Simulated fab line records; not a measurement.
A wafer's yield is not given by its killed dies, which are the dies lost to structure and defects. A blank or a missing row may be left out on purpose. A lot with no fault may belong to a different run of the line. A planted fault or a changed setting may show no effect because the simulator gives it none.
fab line records	flow sky130
record lots=5	wafers=15	lastDay=50
route steps=708 shown LI_CONTACT@365 PAD_OPEN@708
lots untouched by any fault: they come from a run of this same line in which no faults occurred
startH: hours from the record's first day to the start of the lot's first wafer shown	waitH: hours since the lot's step before	" the same as in the row above	L1.1+2: one row covering several wafers at once	- no value present, or no start provided	* or withheld: withheld	< > ~ a bound
route shown NAME@n: a module of which the file shows steps, and the number in the route of the first	usual: average and standard deviation across the fault-free wafers	same: alike in all rows	chamber/n: place in a boat	sites: per-site readings	_std_site: standard deviation of those values	_edge_site: inner sites' mean taken away from outer sites' mean	radiusMm: for every site, how far away it sits from the centre of the wafer	mask NAME#n: copy n	behind: the last tool/chamber to shape the wafer	hold: the reason the lot was held/the length of the hold in hours/how it ended	device: transistor that didn't switch, given as n, p or np	end of line: tests of these same wafers at the route's end	a step given without rows: its recipe and nothing more	killed: dies that structure and defects cost at the first sort, which is not the same as the wafer's yield	map: shows each die of a wafer: x if killed, . if not, _ if none is there
set.NAME: the setting the step ran with; set.NAME@STEP: the setting that earlier step ran with	model.NAME: the simulator's own value behind a step, which no gauge read
lots at selected steps of the route; one table per step, one row per wafer
services: when a tool's chamber went out of use (startH, in hours from the record's first day, below 0 if earlier), for how many hours, and the reason
## steps
# step SKY_LI_CONTACT_BOW_MEAS_03
# recipe mode=bow
# usual LI_CONTACT_BOW=57/7.5
lot.wafer	tool	chamber	startH	waitH	LI_CONTACT_BOW[um]
L555.1	filmMetro-01	-	672.04	0.1	49
L555.5	"	-	"	"	53
L555.6	"	-	"	"	57
L564.1	filmMetro-02	-	745.78	0.2	66
L564.2	"	-	"	"	52
L564.4	"	-	"	"	62
L565.2	filmMetro-03	-	751.97	0.3	53
L565.4	"	-	"	"	56
L565.6	"	-	"	"	61
L572.1	filmMetro-02	-	803.00	0.2	55
L572.2	"	-	"	"	74
L572.5	"	-	"	"	62
L574.1	filmMetro-03	-	823.35	0.2	41
L574.3	"	-	"	"	63
L574.5	"	-	"	"	70
# step SKY_LI_CONTACT_DEHYDRATE_04
# recipe tempC=200	timeS=60
# step SKY_LI_CONTACT_HMDS_05
# recipe primeTimeS=60	primeTempC=120
# step SKY_LI_CONTACT_COAT_06
# recipe resist=BARC	tempC=withheld	timeS=withheld	spinRpm=3000	resistThkNm=60
# step SKY_LI_CONTACT_COAT_07
# recipe resist=KrF-thick	spinRpm=3000	resistThkNm=450
# step SKY_LI_CONTACT_SOFTBAKE_08
# recipe tempC=100	timeS=90	resist=KrF-thick
# step SKY_LI_CONTACT_EXPOSE_09
# recipe maskId=LICM1	na=0.8	sourceShape=annular	sigmaInner=0.55	sigmaOuter=0.85	targetCdNm=170	doseMj=38
# step SKY_LI_CONTACT_PEB_10
# recipe pebTempC=withheld	pebTimeS=withheld	resist=KrF-thick
# step SKY_LI_CONTACT_DEVELOP_11
# recipe developTimeS=60	resist=KrF-thick	devTempC=21
# step SKY_LI_CONTACT_CD_MEAS_12
# recipe targetCdNm=170
# usual cdNm=170.0/1.3
lot.wafer	tool	chamber	startH	waitH	cdNm
L555.1	cdSem-01	-	700.91	-	170.4
L555.5	"	-	"	"	170.5
L555.6	"	-	"	"	169.3
L564.1	cdSem-02	-	773.42	-	169.4
L564.2	"	-	"	"	169.4
L564.4	"	-	"	"	169.0
L565.2	cdSem-01	-	779.04	-	167.8
L565.4	"	-	"	"	166.8
L565.6	"	-	"	"	168.9
L572.1	cdSem-02	-	828.97	-	169.7
L572.2	"	-	"	"	170.0
L572.5	"	-	"	"	169.7
L574.1	cdSem-01	-	849.96	-	170.7
L574.3	"	-	"	"	171.6
L574.5	"	-	"	"	171.3
# step SKY_LI_CONTACT_OVL_MEAS_13
# usual LI_CONTACT_OVL=-1/6
lot.wafer	tool	chamber	startH	waitH	LI_CONTACT_OVL[nm]
L555.1	overlay-02	-	701.03	0.1	3
L555.5	"	-	"	"	3
L555.6	"	-	"	"	-5
L564.1	overlay-02	-	773.54	0.1	-4
L564.2	"	-	"	"	1
L564.4	"	-	"	"	6
L565.2	overlay-01	-	779.14	0.1	-1
L565.4	"	-	"	"	-3
L565.6	"	-	"	"	-8
L572.1	overlay-02	-	829.09	0.1	3
L572.2	"	-	"	"	-1
L572.5	"	-	"	"	10
L574.1	overlay-02	-	850.08	0.1	0
L574.3	"	-	"	"	-7
L574.5	"	-	"	"	-6
# step SKY_LI_CONTACT_ETCH_14
# recipe chemistry=N2/H2	target=BARC	ionEnergyEv=200	sourceW=500	biasW=100	pressureMtorr=30	n2FlowSccm=100	h2FlowSccm=200	stopOn=SiO2	timeS=45.9	targetDepthA=600
# usual drypumpMotorCurrentA=5.7/0.48	oesProductAu=0.855/0.0048	rfFwdPowerW=494.1/2.2	throttleValvePct=13.225/0.0084
lot.wafer	tool	chamber	startH	waitH	drypumpMotorCurrentA	oesProductAu	rfFwdPowerW	rfHoursCounterH	throttleValvePct
L555.1	rieDiel-02	2	701.07	0.0	5.1	0.855	490.4	4	13.221
L555.5	"	1	"	"	5.6	0.860	496.3	-	13.228
L555.6	"	2	"	"	5.1	0.853	494.2	-	13.224
L564.1	rieDiel-01	0	773.57	0.0	5.7	0.854	489.1	3	13.230
L564.2	"	1	"	"	5.5	0.852	492.8	0	13.223
L564.4	"	2	"	"	6.3	0.860	496.0	4	13.227
L565.2	rieDiel-02	0	779.17	0.0	5.1	0.858	494.5	0	13.218
L565.4	"	2	"	"	5.1	0.854	491.9	6	13.232
L565.6	"	2	"	"	5.1	0.864	491.2	-	13.224
L572.1	rieDiel-04	0	829.12	0.0	5.7	0.851	493.5	11	13.237
L572.2	"	3	"	"	5.9	0.845	496.6	1	13.235
L572.5	"	1	"	"	6.3	0.856	493.4	-	13.226
L574.1	rieDiel-04	3	850.12	0.0	5.9	0.849	495.0	1	13.221
L574.3	"	0	"	"	5.7	0.857	493.8	11	13.233
L574.5	"	0	"	"	5.7	0.858	494.2	-	13.215
# step SKY_LI_CONTACT_ETCH_15
# recipe target=PSG	chemistry=C4F8/O2/Ar	stopOn=Si	taperDeg=4.15	maskMaterial=KrF-thick	sourceW=1500	biasW=1200	pressureMtorr=40	c4f8FlowSccm=withheld	O2_flow_sccm=6	Ar_flow_sccm=300	timeS=withheld	targetDepthA=6000
# usual oesProductAu=0.837/0.0045	rfFwdPowerW=1490/4.7
lot.wafer	tool	chamber	startH	waitH	oesProductAu	rfFwdPowerW	model.etch.depthNm	model.LI_CONTACT.featureDepthNm	model.KrF-thick_of_LI_CONTACT_COAT_07.thkNm
L555.1	rieDiel-02	2	701.11	0.0	0.833	1486	597.8	597.8	231.5
L555.5	"	1	"	"	0.834	1489	597.9	597.9	225.7
L555.6	"	2	"	"	0.829	1482	597.3	597.3	229.3
L564.1	rieDiel-01	0	773.62	0.0	0.831	1492	597.7	597.7	235.5
L564.2	"	1	"	"	0.838	1496	597	597	238.8
L564.4	"	2	"	"	0.829	1488	596.5	596.5	238.3
L565.2	rieDiel-02	0	779.22	0.0	0.792	1491	535.7	535.7	284.3
L565.4	"	2	"	"	0.833	1483	597.6	597.6	231.3
L565.6	"	2	"	"	0.837	1488	595.3	595.3	230.3
L572.1	rieDiel-04	0	829.17	0.0	0.838	1488	598.6	598.6	231
L572.2	"	3	"	"	0.845	1498	598	598	233.2
L572.5	"	1	"	"	0.837	1487	599.2	599.2	232.4
L574.1	rieDiel-04	3	850.16	0.0	0.840	1493	597	597	230.4
L574.3	"	0	"	"	0.841	1490	595.9	595.9	227.8
L574.5	"	0	"	"	0.837	1492	594.8	594.8	225.2
# step SKY_LI_CONTACT_STRIP_16
# recipe chemistry=O2/N2	powerW=1400	pressureMtorr=1500	platenTempC=withheld	o2FlowSccm=3000	n2FlowSccm=300	overashFraction=0.5
# usual drypumpMotorCurrentA=5.8/0.37	o2FlowSccm=3001/9.2	oesProductAu=0.375/0.0046	stripTimeToEndpointS=3.49/0.034
lot.wafer	tool	chamber	startH	waitH	drypumpMotorCurrentA	o2FlowSccm	oesProductAu	rfHoursCounterH	stripTimeToEndpointS
L555.1	plasmaAsher-04	1	701.20	-	6.0	3012	0.373	91	3.50
L555.5	"	1	"	"	6.0	3011	0.382	-	3.43
L555.6	"	0	"	"	6.1	3002	0.377	-	3.49
L564.1	plasmaAsher-03	1	773.70	-	5.9	2989	0.379	93	3.55
L564.2	"	0	"	"	5.6	3010	0.382	93	3.57
L564.4	"	1	"	"	5.9	2992	0.378	-	3.59
L565.2	plasmaAsher-03	0	779.30	-	5.6	3006	0.408	94	4.04
L565.4	"	1	"	"	6.0	3012	0.374	-	3.49
L565.6	"	1	"	"	6.0	3018	0.376	-	3.50
L572.1	plasmaAsher-03	1	829.25	-	5.9	2990	0.377	99	3.49
L572.2	"	0	"	"	5.6	2997	0.371	99	3.51
L572.5	"	1	"	"	5.9	2995	0.383	-	3.51
L574.1	plasmaAsher-02	0	850.25	-	5.8	3011	0.378	44	3.49
L574.3	"	0	"	"	5.8	3006	0.369	-	3.46
L574.5	"	0	"	"	5.8	3018	0.373	-	3.42
# step SKY_LI_CONTACT_CLEAN_17
# recipe chemistry=NMP	timeS=600	tempC=60	dry=n2Spin
# step SKY_PAD_OPEN_PROBE_99
# usual killed_at_M0_to_M3=43/5.9	killed_at_M4_up=2.9/1.5	killedAtContacts=24/5	killedAtFrontEnd=15/4.8	killedAtOther=0.2/0.5	killedDies=86/9.3	killedOnRim=17/4.1	killedOpen=47/7.1	killedShort=38/6.3
# same grossDies=492	killedAtBackSide=0
lot.wafer	tool	chamber	startH	waitH	killed_at_M0_to_M3	killed_at_M4_up	killedAtContacts	killedAtFrontEnd	killedAtOther	killedDies	killedOnRim	killedOpen	killedShort
L564.1	prober-02	-	1152.67	0.1	46	4	22	13	0	85	12	51	34
L564.2	prober-02	-	1152.72	0.1	42	3	13	19	0	77	16	42	35
L564.4	prober-02	-	1152.82	0.2	32	0	19	16	0	67	11	35	32
L565.2	prober-01	-	1154.54	0.1	55	4	414	19	0	492	96	65	41
L565.4	prober-01	-	1154.64	0.2	43	2	20	9	0	74	10	38	36
L565.6	prober-01	-	1154.74	0.2	45	3	22	11	0	81	17	43	38
L572.1	prober-01	-	1193.52	0.1	50	3	24	12	0	89	21	46	43
L572.2	prober-01	-	1193.57	0.1	38	1	26	11	1	77	13	46	31
L572.5	prober-01	-	1193.72	0.2	38	4	18	12	1	73	11	38	35
L574.1	prober-01	-	1197.46	0.1	40	2	29	15	0	86	14	44	42
L574.3	prober-01	-	1197.56	0.2	45	4	28	14	0	91	20	51	40
L574.5	prober-01	-	1197.66	0.2	33	3	17	13	0	66	12	36	30
# killed by level:class
L564.1 CONTACT:geometricParticle:open=10 VIA3:geometricParticle:open=10 VIA1:geometricParticle:open=9 METAL1:geometricParticle:short=6 VIA2:geometricParticle:open=6 FIELD_ISO:geometricParticle:open=5 VIA3:geometricParticle:short=5 LI_CONTACT:geometricParticle:open=4
L564.2 VIA1:geometricParticle:open=13 VIA1:geometricParticle:short=8 VIA2:geometricParticle:open=7 POLY_GATE:geometricParticle:open=5 POLY_GATE:geometricParticle:short=4 CONTACT:geometricParticle:open=4 VIA3:geometricParticle:open=4 METAL2:geometricParticle:short=4
L564.4 VIA1:geometricParticle:open=6 CONTACT:geometricParticle:open=6 METAL3:geometricParticle:short=6 VIA3:geometricParticle:open=6 POLY_GATE:geometricParticle:short=4 LI_CONTACT:geometricParticle:open=4 CONTACT:geometricParticle:short=4 METAL2:geometricParticle:short=4
L565.2 LI_CONTACT:areaEtch=386 VIA1:geometricParticle:open=17 CONTACT:geometricParticle:open=15 VIA3:geometricParticle:open=9 VIA2:geometricParticle:open=8 FIELD_ISO:geometricParticle:open=7 METAL1:geometricParticle:short=7 CONTACT:geometricParticle:short=6
L565.4 VIA1:geometricParticle:open=15 CONTACT:geometricParticle:short=8 VIA3:geometricParticle:open=6 POLY_GATE:geometricParticle:short=4 LI_CONTACT:geometricParticle:open=4 METAL1:geometricParticle:short=4 VIA1:geometricParticle:short=4 VIA2:geometricParticle:open=4
L565.6 VIA1:geometricParticle:open=18 LI_CONTACT:geometricParticle:open=6 CONTACT:geometricParticle:open=6 VIA1:geometricParticle:short=5 VIA3:geometricParticle:short=4 METAL1:geometricParticle:short=4 LI_CONTACT:geometricParticle:short=4 CONTACT:geometricParticle:short=4
L572.1 VIA2:geometricParticle:open=11 VIA1:geometricParticle:open=10 VIA1:geometricParticle:short=9 LI_CONTACT:geometricParticle:open=7 METAL3:geometricParticle:short=7 CONTACT:geometricParticle:short=5 CONTACT:geometricParticle:open=5 FIELD_ISO:geometricParticle:open=4
L572.2 VIA2:geometricParticle:open=12 CONTACT:geometricParticle:open=11 CONTACT:geometricParticle:short=6 VIA1:geometricParticle:open=5 METAL1:geometricParticle:short=4 METAL2:geometricParticle:open=4 POLY_GATE:geometricParticle:short=3 LI_CONTACT:geometricParticle:short=3
L572.5 VIA2:geometricParticle:open=11 CONTACT:geometricParticle:open=10 VIA2:geometricParticle:short=6 FIELD_ISO:geometricParticle:open=4 METAL1:geometricParticle:short=4 FIELD_ISO:geometricParticle:short=3 CONTACT:geometricParticle:short=3 VIA1:geometricParticle:short=3
L574.1 LI_CONTACT:geometricParticle:open=11 VIA3:geometricParticle:short=7 VIA2:geometricParticle:open=7 CONTACT:geometricParticle:open=5 LOCAL_INTERCONNECT:geometricParticle:short=5 METAL1:geometricParticle:short=5 VIA3:geometricParticle:open=5 VIA1:geometricParticle:open=4
L574.3 VIA1:geometricParticle:open=12 LI_CONTACT:geometricParticle:open=8 CONTACT:geometricParticle:short=8 VIA1:geometricParticle:short=7 VIA3:geometricParticle:open=7 VIA2:geometricParticle:open=6 CONTACT:geometricParticle:open=5 FIELD_ISO:geometricParticle:open=4
L574.5 VIA1:geometricParticle:open=7 CONTACT:geometricParticle:open=7 VIA3:geometricParticle:open=6 LI_CONTACT:geometricParticle:open=5 VIA3:geometricParticle:short=5 METAL1:geometricParticle:short=4 VIA1:geometricParticle:short=4 FIELD_ISO:geometricParticle:open=3
# map L565.2 (x killed, . not)
__________xxxxxxxxxx_________
________xxxxxxxxxxxxxx_______
______xxxxxxxxxxxxxxxxxx_____
_____xxxxxxxxxxxxxxxxxxxx____
____xxxxxxxxxxxxxxxxxxxxxx___
___xxxxxxxxxxxxxxxxxxxxxxxx__
__xxxxxxxxxxxxxxxxxxxxxxxxxx_
_xxxxxxxxxxxxxxxxxxxxxxxxxxxx
_xxxxxxxxxxxxxxxxxxxxxxxxxxxx
_xxxxxxxxxxxxxxxxxxxxxxxxxxxx
_xxxxxxxxxxxxxxxxxxxxxxxxxxxx
_xxxxxxxxxxxxxxxxxxxxxxxxxxxx
_xxxxxxxxxxxxxxxxxxxxxxxxxxxx
_xxxxxxxxxxxxxxxxxxxxxxxxxxxx
_xxxxxxxxxxxxxxxxxxxxxxxxxxxx
__xxxxxxxxxxxxxxxxxxxxxxxxxx_
___xxxxxxxxxxxxxxxxxxxxxxxx__
____xxxxxxxxxxxxxxxxxxxxxx___
_____xxxxxxxxxxxxxxxxxxxx____
______xxxxxxxxxxxxxxxxxx_____
________xxxxxxxxxxxxxx_______
__________xxxxxxxxxx_________
# map L555.6 (x killed, . not)
__________....xx..x._________
________.x..x......xx._______
______...x..xx.x..x...xx_____
_____...x...x....x.x..x..____
____x.x.x..............x..___
___..x.............x.......__
__...x...xx................._
_..x.................x....x..
_....x...x...x........x...x.x
_..x...x.........x..x......xx
_....xxx..x.....xx......x....
_..x....xxx.x...xx.x....x....
_....x..x....x..x...........x
_......x.....x...x.x.x...x...
_.....x......x.x...........xx
__.........................x_
___.....x..x..xx.x.....x...__
____.x.x.x.x.........xx.x.___
_____..................x.____
______x..x.............._____
________.....xxx...x.._______
__________x..x.x.x.._________
## services
tool	chamber	startH	hours	kind
rieDiel-04	2	682.72	7.4	repair
plasmaAsher-03	-	686.33	1.7	repair
plasmaAsher-04	-	687.34	9.6	repair
rieDiel-04	2	690.09	-	clean
rieDiel-04	2	690.09	17.0	scheduledDown
rieDiel-04	2	690.09	17.0	ventCycle
rieDiel-04	3	696.28	7.0	repair
plasmaAsher-02	-	698.16	0.6	repair
plasmaAsher-02	-	701.27	4.0	pm
plasmaAsher-04	-	733.75	9.0	pm
rieDiel-02	0	747.48	1.2	repair
rieDiel-02	0	748.67	-	clean
rieDiel-02	0	748.67	20.4	scheduledDown
rieDiel-02	0	748.67	20.4	ventCycle
plasmaAsher-04	-	754.96	0.3	repair
rieDiel-04	0	769.87	8.3	repair
rieDiel-02	1	793.00	8.3	repair
rieDiel-01	1	824.17	1.9	repair
plasmaAsher-04	-	828.24	15.9	repair
plasmaAsher-03	-	829.52	4.3	pm
rieDiel-01	-	837.04	68.4	repair
plasmaAsher-02	-	838.92	0.4	repair
rieDiel-02	2	843.41	25.8	repair
rieDiel-02	3	848.97	8.6	repair
## key
firstSign step=SKY_LI_CONTACT_ETCH_15	reading=oesProductAu	direction=down	sigmas=9.9	usual=0.837	struck=0.792
effect step=SKY_LI_CONTACT_STRIP_16	reading=stripTimeToEndpointS	direction=up	sigmas=16	usual=*	struck=*
effect step=SKY_PAD_OPEN_PROBE_99	reading=killedAtContacts	direction=up	sigmas=78	usual=24	struck=414
modelEffect step=SKY_LI_CONTACT_ETCH_15	value=etch.depthNm	without=596.4	struck=535.7
moreKillsBornAt SKY_LI_CONTACT_ETCH_15@rieDiel-02=386
metAt SKY_LI_CONTACT_ETCH_15
struckWafers L565.2
laterRowsLeftOut L565.2
testerLeftOut L565
fault kind=processParameterDrift	tool=rieDiel-02	chamber=0	onsetH=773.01	steps=SKY_LI_CONTACT_ETCH_15	channel=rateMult	offset=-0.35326	shape=step	endH=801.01
# testerLeftOut: of these lots the tester's yield and bins aren't shown, on N5 and GAA mostly nor the transistor test; their killed dies are dies lost to structure and defects alone, not to doping, threshold or leakage, so they don't give the yield
# laterRowsLeftOut: the simulator's readings of these wafers behind a module that went badly wrong aren't trusted and aren't shown, but for the sort
